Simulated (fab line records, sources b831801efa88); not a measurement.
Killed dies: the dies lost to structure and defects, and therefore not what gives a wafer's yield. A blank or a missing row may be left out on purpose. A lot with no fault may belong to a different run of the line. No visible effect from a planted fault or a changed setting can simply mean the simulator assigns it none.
2 desks looking at one fault	flow sky130	each desk holds nothing but its own numbers, with what lay behind them at the end

== DESK OF THE TOOL OWNER: krf_scanner-02 ==
The tool's own readings at SKY_METAL4_EXPOSE_10 (exposes mask MM4, target cd 300 nm): means of the sampled wafers that have a number, for each lot that ran on this tool. Marked OUT: a lot whose mean sits more than 4 standard deviations from the usual mean, which makes it out of limits; the brackets give that distance.
Columns: A = exposure_dose_mJ_cm2 at SKY_METAL4_EXPOSE_10, usual 27.996; B = stage_vel_mm_s at SKY_METAL4_EXPOSE_10, usual 499.99 mm/s
lot	first seen here	A	B
L903	day 41 23:08	27.963	500.02
L905	day 42 07:34	28.014	499.94
L904	day 42 11:20	29.945 (+72) OUT	500.03
L906	day 42 16:04	29.951 (+72) OUT	500.20
L908	day 43 01:35	29.606 (+60) OUT	500.15
L912	day 44 01:07	28.984 (+37) OUT	500.29
Finding of this desk: L904, L906, L908, L912 out of limits; the first was L904 at day 42 11:20, on exposure_dose_mJ_cm2 at SKY_METAL4_EXPOSE_10. Within limits: L903, L905.

== METROLOGY DESK ==
What the gauges read for every lot (on any tool): the sampled wafers with a number, averaged. Marked OUT: a lot whose mean sits more than 4 standard deviations from the usual mean, which makes it out of limits; the brackets give that distance.
Columns: A = cd_nm at SKY_METAL3_CD_MEAS_13, usual 300.3 nm; B = cd_nm at SKY_METAL4_CD_MEAS_13, usual 300.2 nm
lot	first seen here	A	B
L903	day 39 06:51	300.6	300.0
L905	day 39 14:53	299.1	300.5
L904	day 39 19:39	301.1	286.9 (-11) OUT
L906	day 39 23:08	299.2	287.4 (-11) OUT
L908	day 40 10:35	299.6	290.1 (-8.4) OUT
L912	day 41 10:58	299.7	294.3 (-4.9) OUT
L916	day 42 23:43	302.1	301.3
L918	day 43 08:53	301.2	301.5
L919	day 43 10:12	301.1	301.2
L922	day 44 13:46	301.5	300.9
L926	day 45 03:10	301.3	297.4
Finding of this desk: L904, L906, L908, L912 out of limits; the first was L904 at day 42 23:05, on cd_nm at SKY_METAL4_CD_MEAS_13. Within limits: L903, L905, L916, L918, L919, L922, L926.

== ALL TOGETHER ==
The tool owner's desk could have raised an alarm at day 42 11:20, on L904, L906, L908, L912.
L904, L906, L908, L912 would have let the metrology desk raise an alarm at day 42 23:05.
On krf_scanner-02, each named lot ran SKY_METAL4_EXPOSE_10.

== WHAT THE SIMULATOR HAD INSERTED ==
Process parameters drifting: krf_scanner-02 at SKY_METAL4_EXPOSE_10, beginning at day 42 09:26. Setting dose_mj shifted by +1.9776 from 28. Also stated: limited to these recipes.
Struck lots among those shown: L904, L906, L908, L912.
Time in hours from fault onset to the first out-of-limits reading at each desk: tool owner's desk 2, metrology desk 14.
